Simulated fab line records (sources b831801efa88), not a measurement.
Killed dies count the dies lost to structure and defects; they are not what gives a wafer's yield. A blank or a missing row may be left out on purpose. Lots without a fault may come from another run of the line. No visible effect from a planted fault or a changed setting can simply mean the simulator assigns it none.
Which tool was responsible? ; flow gf180mcu ; 14 lots with 42 wafers sampled at 4 steps, on a route of 602 steps

## WHAT THE GAUGES SHOWED, per wafer
GF_V5_THK_MEAS_25: measures by xrf. Usual: V5_W_THK typically reads 354 nm, with standard deviation 4.9.
lot;measured;on;V5_W_THK (nm);flag
L576;day 27 16:01;film_metro-02;351 355 350;
L577;day 28 09:01;film_metro-03;346 354 354;
L579;day 28 21:31;film_metro-03;355 358 354;
L580;day 29 02:09;film_metro-03;354 351 356;
L581;day 29 10:12;film_metro-03;358 360 355;
L583;day 29 17:19;film_metro-02;353 352 353;
L584;day 30 07:56;film_metro-02;354 355 349;
L585;day 30 18:21;film_metro-03;357 360 359;
L587;day 31 03:10;film_metro-01;359 359 360;
L588;day 31 07:44;film_metro-02;342 347 351;
L589;day 31 14:30;film_metro-02;350 350 346;
L592;day 32 11:53;film_metro-01;347 353 352;
L595;day 33 06:14;film_metro-03;350 357 355;
L596;day 33 07:32;film_metro-02;352 352 360;

GF_TOP_METAL_THK_MEAS_06: measures by xrf. Usual: TOP_METAL_ALCU_THK typically reads 900 nm, with standard deviation 12.
lot;measured;on;TOP_METAL_ALCU_THK (nm);flag
L576;day 27 16:43;film_metro-03;908 908 895;
L577;day 28 09:43;film_metro-04;883 885 880;
L579;day 28 22:13;film_metro-04;903 898 900;
L580;day 29 02:51;film_metro-03;895 899 908;
L581;day 29 10:54;film_metro-03;907 915 904;
L583;day 29 18:01;film_metro-03;903 901 921;
L584;day 30 08:38;film_metro-04;877 881 875;
L585;day 30 19:03;film_metro-03;907 905 900;
L587;day 31 04:39;film_metro-01;902 905 901;
L588;day 31 08:26;film_metro-01;906 912 900;
L589;day 31 15:12;film_metro-03;908 915 907;
L592;day 32 12:35;film_metro-01;884 897 891;
L595;day 33 07:01;film_metro-04;884 894 891;
L596;day 33 09:25;film_metro-04;897 898 888;

## WHICH TOOL RAN EACH LOT (tool, then ch and the chambers of the sampled wafers, then the start)
lot;GF_M2_SPUTTER_00;GF_V5_CVD_23
L576;pvd_sputter-03, day 18 14:53;cvd_w-01 ch 0,1, day 27 15:49
L577;pvd_sputter-01, day 19 12:01;cvd_w-02 ch 0,1, day 28 08:47
L579;pvd_sputter-03, day 19 23:24;cvd_w-01 ch 0,1, day 28 21:16
L580;pvd_sputter-01, day 20 10:31;cvd_w-01 ch 0,1, day 29 01:55
L581;pvd_sputter-04, day 20 18:31;cvd_w-01 ch 0,1, day 29 09:58
L583;pvd_sputter-04, day 21 06:05;cvd_w-01 ch 0,1, day 29 17:07
L584;pvd_sputter-04, day 21 21:52;cvd_w-01 ch 0,1, day 30 07:41
L585;pvd_sputter-01, day 22 09:47;cvd_w-01 ch 0, day 30 18:00
L587;pvd_sputter-01, day 22 21:46;cvd_w-01 ch 0, day 31 02:49
L588;pvd_sputter-01, day 23 05:17;cvd_w-02 ch 0, day 31 07:30
L589;pvd_sputter-04, day 23 13:52;cvd_w-01 ch 0, day 31 14:16
L592;pvd_sputter-01, day 24 15:21;cvd_w-02 ch 0,1, day 32 11:39
L595;pvd_sputter-04, day 25 15:40;cvd_w-02 ch 0,1, day 33 06:00
L596;pvd_sputter-04, day 25 18:01;cvd_w-02 ch 0,1, day 33 07:17
- GF_M2_SPUTTER_00: material Ti, target thk 37.5 nm, time 150 s.
- GF_V5_CVD_23: deposits W, target thk 350 nm, time 104.9 s.

## AS READ BY THE TOOLS THEMSELVES (means over the sampled wafers that have a number; for cases with no such wafer, the mark the record gives instead)
GF_M2_SPUTTER_00. Usual: throttle_valve_pct 30.7 %, standard deviation 0.9.
lot;tool;throttle_valve_pct (%);flag
L576;pvd_sputter-03;30.5;
L577;pvd_sputter-01;30.9;
L579;pvd_sputter-03;29.6;
L580;pvd_sputter-01;31.0;
L581;pvd_sputter-04;30.5;
L583;pvd_sputter-04;29.8;
L584;pvd_sputter-04;30.7;
L585;pvd_sputter-01;31.1;
L587;pvd_sputter-01;31.3;
L588;pvd_sputter-01;31.0;
L589;pvd_sputter-04;31.2;
L592;pvd_sputter-01;30.8;
L595;pvd_sputter-04;30.7;
L596;pvd_sputter-04;30.0;

GF_V5_CVD_23. Usual: heater_power_w 920 W, standard deviation 130.
lot;tool;heater_power_w (W);flag
L576;cvd_w-01;864;
L577;cvd_w-02;983;
L579;cvd_w-01;867;
L580;cvd_w-01;859;
L581;cvd_w-01;853;
L583;cvd_w-01;864;
L584;cvd_w-01;836;
L585;cvd_w-01;821;
L587;cvd_w-01;818;
L588;cvd_w-02;1154;
L589;cvd_w-01;816;
L592;cvd_w-02;963;
L595;cvd_w-02;1083;
L596;cvd_w-02;1079;

## THE ANSWER, worked out from the rows above alone
Rule: a lot is off if the mean of its wafers that have a number lies more than 3 standard deviations from the usual mean. A lot without any number at a reading at which 4 lots or more have one is off too. The other lots that the step has rows for count as sound. After the gauges, taken in route order, come the tools' own readings; for these a lot's mean is taken, as printed above. At the first step where some lot is off, the reading lying furthest off is the one used; lots without a number count as furthest.
Across all readings shown, no lot is off: no conclusion can be drawn from this.

## WHAT THE SIMULATOR HAD PUT IN
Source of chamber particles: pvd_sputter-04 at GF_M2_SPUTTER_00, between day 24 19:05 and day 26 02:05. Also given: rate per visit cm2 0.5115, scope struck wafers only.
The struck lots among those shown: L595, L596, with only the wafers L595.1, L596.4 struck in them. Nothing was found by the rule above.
